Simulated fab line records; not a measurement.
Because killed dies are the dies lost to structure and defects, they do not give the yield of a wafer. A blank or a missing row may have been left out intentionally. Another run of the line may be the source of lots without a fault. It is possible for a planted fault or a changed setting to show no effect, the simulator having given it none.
fab line records | flow gf180mcu
[record] lots = 12 wafers = 36 lastDay = 34
route steps=602 shown NWELL@44 HV_LDD@213 SAB@274
lots untouched by any fault: they come from a run of this same line in which no faults occurred
startH: the number of hours between the record's first day and the start of the first shown wafer of the lot | waitH: hours elapsed since this lot's preceding step | " same as the row above | L1.1+2: one row covering several wafers at once | - no value, or no start was given | * or withheld: withheld | < > ~ a bound
route shown NAME@n: names a module that has steps shown in the file, with the first one's number in the route | usual: mean/standard deviation of fault-free wafers | same: alike in all rows | chamber/n: place in a boat | sites: the reading at each site | _std_site: how widely they spread, as a standard deviation | _edge_site: inner sites' mean taken away from outer sites' mean | radiusMm: how far each site lies from the wafer's centre | mask NAME#n: copy n | behind: the tool/chamber that last shaped the wafer | hold: the reason the lot was held/the length of the hold in hours/how it ended | device: the transistor (n, p or np) that didn't switch | end of line: at the end of the route, the tests of the same wafers | for a step that has no rows: nothing shown but its recipe | killed: count of dies lost to structure and defects at first sort (not the wafer's yield) | map: the dies of a wafer, with x for killed, . for not killed, _ for no die there
set.NAME: the setting that was run; set.NAME@STEP: the one run at that earlier step | model.NAME: the simulator's own value behind a step, which no gauge read
a sample of lots followed through the steps of the route, with each step as a table and each wafer as a row
services: the hour from which a tool's chamber was out of use, counted from the record's first day as startH (under 0 if before that day), plus the number of hours and why
[[steps]]
[step GF_NWELL_COAT_02]
[recipe] spinRpm = 2000 resistThkNm = 3000
// columns lot.wafer tool chamber startH waitH
L543.3+4+5 lithoTrack-03 0 54.08 0.1
L544.1+2+3 lithoTrack-02 0 59.98 0.1
L546.1+3+5 lithoTrack-03 0 71.08 0.1
L550.2+3+5 lithoTrack-04 0 90.78 0.1
L551.1+3+5 lithoTrack-04 0 98.05 0.1
L553.3+5+6 lithoTrack-02 0 109.23 0.1
L554.1+4+5 lithoTrack-04 0 113.55 0.1
L555.2+4+6 lithoTrack-04 0 119.27 0.1
L558.2+4+6 lithoTrack-04 0 134.77 0.1
L563.1+2+4 lithoTrack-03 0 161.43 0.1
L564.2+5+6 lithoTrack-03 0 167.86 0.1
L565.1+2+3 lithoTrack-03 0 173.83 0.1
[step GF_NWELL_STRIP_10]
[recipe] chemistry = O2/N2 powerW = 1400 pressureMtorr = 1500 platenTempC = 250 o2FlowSccm = 3000 n2FlowSccm = 300 overashFraction = 0.5
[usual] drypumpMotorCurrentA = 5.6/0.57 heaterPowerW = 314/24 oesProductAu = 0.721/0.0046 stripTimeToEndpointS = 36.97/0.09
// columns lot.wafer tool chamber startH waitH drypumpMotorCurrentA heaterPowerW oesProductAu rfHoursCounterH stripTimeToEndpointS
L543.3 plasmaAsher-02 1 61.45 0.1 5.3 318 0.722 - 36.84
L543.4 " 0 " " 6.5 344 0.724 - 36.89
L543.5 " 0 " " 6.5 340 0.708 - 36.76
L544.1 plasmaAsher-01 1 67.60 0.1 5.8 317 0.722 29 36.97
L544.2 " 0 " " 5.6 351 0.724 29 36.97
L544.3 " 1 " " 5.8 316 0.725 - 37.05
L546.1 plasmaAsher-02 1 77.69 0.1 5.3 326 0.722 40 37.11
L546.3 " 0 " " 6.4 343 0.724 - 36.92
L546.5 " 1 " " 5.3 316 0.722 - 36.98
L550.2 plasmaAsher-02 1 97.82 0.1 5.3 319 0.724 42 36.98
L550.3 " 0 " " 6.4 332 0.724 - 36.96
L550.5 " 0 " " 6.4 333 0.733 - 37.02
L551.1 plasmaAsher-04 0 105.64 0.1 4.8 296 0.717 45 36.80
L551.3 " 1 " " 6.1 290 0.719 - 36.81
L551.5 " 1 " " 6.1 285 0.717 - 36.75
L553.3 plasmaAsher-04 1 117.05 0.1 6.1 271 0.732 - 37.05
L553.5 " 1 " " 6.1 284 0.724 - 36.95
L553.6 " 0 " " 4.8 295 0.722 - 36.92
L554.1 plasmaAsher-04 1 121.76 0.1 6.1 278 0.719 47 36.98
L554.4 " 0 " " 4.8 288 0.720 - 37.01
L554.5 " 0 " " 4.8 300 0.719 - 37.06
L555.2 plasmaAsher-02 0 127.46 0.1 6.4 339 0.715 45 27.20
L555.4 " 1 " " 5.3 327 0.725 - 27.28
L555.6 " 1 " " 5.3 318 0.719 - 27.19
L558.2 plasmaAsher-04 1 142.76 0.1 6.0 283 0.722 49 27.16
L558.4 " 0 " " 4.8 300 0.713 - 27.16
L558.6 " 1 " " 6.1 282 0.714 - 27.14
L563.1 plasmaAsher-04 0 169.56 0.1 4.8 292 0.728 52 36.96
L563.2 " 1 " " 6.1 277 0.716 52 36.97
L563.4 " 0 " " 4.8 294 0.718 - 36.84
L564.2 plasmaAsher-04 0 176.37 0.1 4.8 296 0.723 53 37.06
L564.5 " 0 " " 4.8 294 0.721 - 36.92
L564.6 " 1 " " 6.1 290 0.731 - 36.98
L565.1 plasmaAsher-02 0 182.67 0.1 6.4 339 0.726 50 37.00
L565.2 " 1 " " 5.3 321 0.719 50 36.92
L565.3 " 1 " " 5.3 323 0.720 - 36.96
[step GF_HV_LDD_STRIP_37]
[recipe] chemistry = O2/N2 powerW = 1400 pressureMtorr = 1500 platenTempC = 250 o2FlowSccm = 3000 n2FlowSccm = 300 overashFraction = 0.5
[usual] drypumpMotorCurrentA = 5.7/0.45 heaterPowerW = 314/34 oesProductAu = 0.716/0.0045 stripTimeToEndpointS = 12.64/0.037
// columns lot.wafer tool chamber startH waitH drypumpMotorCurrentA heaterPowerW oesProductAu rfHoursCounterH stripTimeToEndpointS
L543.3 plasmaAsher-03 1 261.35 0.1 6.2 355 0.716 - 12.64
L543.4 " 0 " " 6.0 260 0.718 - 12.65
L543.5 " 0 " " 5.9 260 0.718 - 12.67
L544.1 plasmaAsher-03 1 269.20 0.1 6.2 362 0.721 13 12.62
L544.2 " 0 " " 6.0 265 0.714 13 12.63
L544.3 " 1 " " 6.2 341 0.722 - 12.65
L546.1 plasmaAsher-04 1 286.73 0.1 6.0 278 0.717 65 12.70
L546.3 " 0 " " 4.8 285 0.721 - 12.69
L546.5 " 1 " " 6.0 288 0.721 - 12.73
L550.2 plasmaAsher-01 1 312.03 0.1 5.8 325 0.719 56 12.69
L550.3 " 1 " " 5.8 320 0.720 - 12.66
L550.5 " 0 " " 5.5 360 0.712 - 12.69
L551.1 plasmaAsher-01 1 324.26 0.1 5.8 310 0.713 57 12.62
L551.3 " 1 " " 5.8 315 0.721 - 12.62
L551.5 " 0 " " 5.6 349 0.721 - 12.59
L553.3 plasmaAsher-03 0 342.31 0.1 6.1 268 0.719 - 12.66
L553.5 " 0 " " 6.0 263 0.721 - 12.65
L553.6 " 1 " " 6.2 356 0.714 - 12.62
L554.1 plasmaAsher-01 1 348.58 0.1 5.8 312 0.713 60 12.64
L554.4 " 1 " " 5.8 320 0.706 - 12.60
L554.5 " 0 " " 5.5 350 0.722 - 12.61
L555.2 plasmaAsher-03 1 353.10 0.1 6.2 346 0.711 21 12.62
L555.4 " 1 " " 6.2 348 0.713 - 12.68
L555.6 " 0 " " 6.0 254 0.721 - 12.66
L558.2 plasmaAsher-01 0 374.99 0.1 5.5 356 0.722 63 12.62
L558.4 " 1 " " 5.8 314 0.717 - 12.58
L558.6 " 1 " " 5.8 312 0.714 - 12.64
L563.1 plasmaAsher-03 1 415.04 0.1 6.2 353 0.709 27 12.61
L563.2 " 0 " " 6.0 253 0.722 27 12.63
L563.4 " 0 " " 6.0 262 0.714 - 12.63
L564.2 plasmaAsher-01 0 424.99 0.1 5.5 346 0.721 69 12.64
L564.5 " 1 " " 5.8 313 0.721 - 12.68
L564.6 " 0 " " 5.6 352 0.716 - 12.63
L565.1 plasmaAsher-04 0 443.18 0.1 4.8 301 0.716 1 12.64
L565.2 " 1 " " 6.1 294 0.715 1 12.67
L565.3 " 0 " " 4.8 303 0.714 - 12.71
[step GF_HV_LDD_STRIP_49]
[recipe] chemistry = O2/N2 powerW = 1400 pressureMtorr = 1500 platenTempC = 250 o2FlowSccm = 3000 n2FlowSccm = 300 overashFraction = 0.5
[usual] drypumpMotorCurrentA = 5.7/0.39 heaterPowerW = 318/34 oesProductAu = 0.716/0.0043 stripTimeToEndpointS = 12.65/0.035
// columns lot.wafer tool chamber startH waitH drypumpMotorCurrentA heaterPowerW oesProductAu rfHoursCounterH stripTimeToEndpointS
L543.3 plasmaAsher-03 1 280.91 0.1 6.2 356 0.722 - 12.61
L543.4 " 0 " " 6.0 270 0.716 - 12.62
L543.5 " 1 " " 6.2 361 0.713 - 12.59
L544.1 plasmaAsher-01 1 289.13 0.1 5.8 311 0.719 54 12.75
L544.2 " 0 " " 5.5 351 0.714 54 12.65
L544.3 " 1 " " 5.8 316 0.717 - 12.67
L546.1 plasmaAsher-01 0 306.79 0.1 5.5 355 0.711 56 12.66
L546.3 " 0 " " 5.5 351 0.722 - 12.66
L546.5 " 0 " " 5.5 349 0.716 - 12.64
L550.2 plasmaAsher-01 1 333.25 0.1 5.7 312 0.715 59 12.68
L550.3 " 0 " " 5.6 351 0.724 - 12.69
L550.5 " 1 " " 5.8 316 0.718 - 12.67
L551.1 plasmaAsher-04 0 345.90 0.1 4.8 293 0.710 70 12.62
L551.3 " 0 " " 4.8 291 0.714 - 12.63
L551.5 " 1 " " 6.0 284 0.715 - 12.60
L553.3 plasmaAsher-03 0 364.56 0.1 6.0 261 0.724 - 12.65
L553.5 " 0 " " 6.0 258 0.716 - 12.62
L553.6 " 1 " " 6.2 351 0.715 - 12.62
L554.1 plasmaAsher-03 0 370.44 0.1 6.0 256 0.710 23 12.65
L554.4 " 0 " " 6.0 266 0.725 - 12.69
L554.5 " 0 " " 6.0 264 0.712 - 12.61
L555.2 plasmaAsher-04 1 375.38 0.1 6.1 280 0.718 73 12.62
L555.4 " 0 " " 4.8 293 0.722 - 12.63
L555.6 " 0 " " 4.8 296 0.718 - 12.62
L558.2 plasmaAsher-03 1 396.00 0.1 6.2 358 0.718 25 12.61
L558.4 " 1 " " 6.2 354 0.713 - 12.62
L558.6 " 1 " " 6.2 357 0.717 - 12.68
L563.1 plasmaAsher-04 1 438.68 0.1 6.0 301 0.702 1 12.63
L563.2 " 0 " " 4.8 301 0.715 1 12.67
L563.4 " 1 " " 6.1 300 0.718 - 12.68
L564.2 plasmaAsher-01 1 448.78 0.1 5.7 320 0.717 72 12.63
L564.5 " 0 " " 5.6 345 0.711 - 12.66
L564.6 " 1 " " 5.8 317 0.719 - 12.68
L565.1 plasmaAsher-01 0 468.04 0.1 5.5 350 0.710 74 12.65
L565.2 " 1 " " 5.8 318 0.718 74 12.63
L565.3 " 1 " " 5.7 321 0.719 - 12.61
[step GF_SAB_OVL_MEAS_10]
[usual] SAB_OVL = 0.9/1.3
// columns lot.wafer tool chamber startH waitH SAB_OVL[nm]
L543.3 overlay-02 - 347.82 0.1 0.9
L543.4 " - " " -0.4
L543.5 " - " " 1.0
L544.1 overlay-02 - 355.26 0.1 1.8
L544.2 " - " " 1.5
L544.3 " - " " 1.5
L546.1 overlay-02 - 374.54 0.1 3.0
L546.3 " - " " 0.6
L546.5 " - " " 1.8
L550.2 overlay-01 - 401.86 0.1 -1.1
L550.3 " - " " -1.3
L550.5 " - " " -2.0
L551.1 overlay-02 - 415.80 0.1 -1.3
L551.3 " - " " 0.6
L551.5 " - " " -1.7
L553.3 overlay-01 - 435.96 0.1 1.0
L553.5 " - " " -0.2
L553.6 " - " " 0.4
L554.1 overlay-01 - 442.24 0.1 2.5
L554.4 " - " " 0.2
L554.5 " - " " 1.3
L555.2 overlay-01 - 447.95 0.1 2.4
L555.4 " - " " 2.0
L555.6 " - " " 1.9
L558.2 overlay-01 - 471.30 0.1 -0.5
L558.4 " - " " -0.7
L558.6 " - " " -0.3
L563.1 overlay-01 - 514.24 0.1 0.4
L563.2 " - " " 0.2
L563.4 " - " " 1.0
L564.2 overlay-02 - 523.11 0.1 -1.0
L564.5 " - " " -0.3
L564.6 " - " " 1.1
L565.1 overlay-02 - 541.84 0.1 1.4
L565.2 " - " " 0.4
L565.3 " - " " 1.3
[[services]]
// columns tool chamber startH hours kind
plasmaAsher-03 - 58.54 2.6 repair
plasmaAsher-02 - 84.12 1.7 repair
plasmaAsher-03 - 106.45 2.2 repair
plasmaAsher-03 - 108.75 9.0 pm
plasmaAsher-03 0 108.75 9.0 ventCycle
plasmaAsher-03 1 108.75 9.0 ventCycle
plasmaAsher-04 - 109.05 2.8 repair
plasmaAsher-03 0 117.75 - clean
plasmaAsher-03 1 117.75 - clean
plasmaAsher-02 - 145.01 0.5 repair
plasmaAsher-02 - 152.58 1.3 repair
plasmaAsher-03 - 217.84 24.6 repair
plasmaAsher-04 - 318.60 10.2 repair
plasmaAsher-04 - 377.81 6.0 repair
plasmaAsher-04 - 421.25 9.0 pm
plasmaAsher-04 0 421.25 9.0 ventCycle
plasmaAsher-04 1 421.25 9.0 ventCycle
plasmaAsher-04 0 430.25 - clean
plasmaAsher-04 1 430.25 - clean
[[key]]
[firstSign] step = GF_NWELL_STRIP_10 reading = stripTimeToEndpointS direction = down sigmas = 99+ usual = * struck = *
effect none on later readings
metAt GF_NWELL_COAT_02
struckLots L555,L558
testerLeftOut L555,L558
notActingAt GF_HV_LDD_STRIP_37,GF_HV_LDD_STRIP_49,GF_SAB_OVL_MEAS_10
onsetBetween 113.55 119.27
[fault] kind = processParameterDrift tool = lithoTrack-04 chamber = - onsetH = 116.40 steps = GF_NWELL_COAT_02 channel = resistThkNm offset = * shape = step endH = 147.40 actsIn = * stated = *
// testerLeftOut: of these lots the tester's yield and bins aren't shown, on N5 and GAA mostly nor the transistor test; their killed dies are dies lost to structure and defects alone, not to doping, threshold or leakage, so they don't give the yield
